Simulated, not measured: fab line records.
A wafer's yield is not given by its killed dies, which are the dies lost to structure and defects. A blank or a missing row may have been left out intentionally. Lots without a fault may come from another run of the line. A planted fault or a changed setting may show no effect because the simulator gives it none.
Chamber matching | flow gf180mcu | cmp-01 running GF_V5_CMP_04: 4 sister chambers
The step polishes SiO2. 8 wafers are shown with their chamber, then 9 later ones without.

## EACH WAFER AND ITS CHAMBER
wafer  | chamber | motor-current-A (A)
L560.3 | 2       | 11.0
L562.4 | 1       | 9.5
L566.4 | 1       | 9.5
L566.5 | 0       | 12.1
L566.6 | 3       | 12.3
L570.2 | 2       | 10.8
L570.4 | 3       | 12.1
L570.5 | 0       | 12.9

## WAFERS MISSING THEIR CHAMBER
wafer  | motor-current-A (A)
L572.2 | 10.6
L572.3 | 12.1
L572.6 | 12.2
L575.3 | 12.1
L575.5 | 12.6
L575.6 | 10.7
L576.2 | 10.7
L576.3 | 12.2
L576.4 | 9.4

## THE CHAMBER EACH PASSED THROUGH
wafer  | from the rows above     | in truth
L572.2 | 2                       | 2
L572.3 | can't be placed: 3 or 0 | 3
L572.6 | can't be placed: 3 or 0 | 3
L575.3 | can't be placed: 3 or 0 | 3
L575.5 | can't be placed: 0 or 3 | 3
L575.6 | 2                       | 2
L576.2 | 2                       | 2
L576.3 | can't be placed: 3 or 0 | 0
L576.4 | 1                       | 1
4 of 9 placed correctly. These rows do not allow placing 5 (true chamber among the candidates in 5). Wrongly placed: 0.
How it was worked out, from the rows above alone: a wafer's distance from a chamber is the root of the sum, over the readings, of the square of ((its reading less the chamber's mean) divided by the reading's scatter). The wafer belongs to the nearest chamber; if the next one is less than 2 further off, it can't be placed. Each chamber's mean is taken over the wafers shown for it. How the scatter is found: for the shown wafers, subtract from each reading the mean of its chamber, square and add these, divide the total by (wafers less chambers), then take the root.
